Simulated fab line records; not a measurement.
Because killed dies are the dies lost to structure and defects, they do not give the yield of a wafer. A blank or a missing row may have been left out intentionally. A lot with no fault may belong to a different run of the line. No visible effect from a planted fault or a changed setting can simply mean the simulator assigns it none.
Which tool was responsible? / flow gf180mcu / 7 lots, 21 wafers sampled, at 2 steps of a route of 602

WHAT THE GAUGES READ, wafer by wafer
GF_SAB_OVL_MEAS_10.
lot=L815; measured=day 16 04:02; on=overlay-02; SAB_OVL (nm)=-2.6 -1.7 -2.2
lot=L820; measured=day 18 01:52; on=overlay-01; SAB_OVL (nm)=-0.2 -2.7 0.8
lot=L822; measured=day 18 18:52; on=overlay-02; SAB_OVL (nm)=1.0 1.9 -0.4
lot=L824; measured=day 19 06:55; on=overlay-01; SAB_OVL (nm)=-1.5 -2.0 -2.9
lot=L831; measured=day 22 05:40; on=overlay-01; SAB_OVL (nm)=-3.4 -4.2 -3.8
lot=L833; measured=day 22 15:43; on=overlay-02; SAB_OVL (nm)=-1.4 -2.7 -1.9
lot=L835; measured=day 23 09:49; on=overlay-01; SAB_OVL (nm)=-2.1 -1.8 -1.5

EACH LOT AND THE TOOL THAT RAN IT (in order: tool; ch and the chambers of the sampled wafers; start)
lot=L815; GF_HV_LDD_IMPLANT_48=implanter-02 ch 0, day 13 08:06
lot=L820; GF_HV_LDD_IMPLANT_48=implanter-02 ch 0, day 15 02:18
lot=L822; GF_HV_LDD_IMPLANT_48=implanter-02 ch 0, day 15 17:15
lot=L824; GF_HV_LDD_IMPLANT_48=implanter-02 ch 0, day 16 05:27
lot=L831; GF_HV_LDD_IMPLANT_48=implanter-04 ch 0, day 19 00:37
lot=L833; GF_HV_LDD_IMPLANT_48=implanter-03 ch 0, day 19 13:48
lot=L835; GF_HV_LDD_IMPLANT_48=implanter-04 ch 0, day 20 05:49
- GF_HV_LDD_IMPLANT_48

THE ANSWER, worked out from the rows above alone
Rule: usual is defined by the lots themselves. The widest of any qualifying gaps counts: lots, ordered by their means at a reading, are off when they make up no more than a third of the lots, leave a main group of 4 or more, and stand apart from it by 3 or more times the standard deviation of that group's means. A main group whose means are all the same, to the digits that the tables above print for the reading, isn't used. A lot without any number at a reading at which 4 lots or more have one is off too. All remaining lots with rows at the step are treated as sound.
None of the lots is off at any reading shown; this tells nothing.

WHAT THE SIMULATOR HAD PUT IN
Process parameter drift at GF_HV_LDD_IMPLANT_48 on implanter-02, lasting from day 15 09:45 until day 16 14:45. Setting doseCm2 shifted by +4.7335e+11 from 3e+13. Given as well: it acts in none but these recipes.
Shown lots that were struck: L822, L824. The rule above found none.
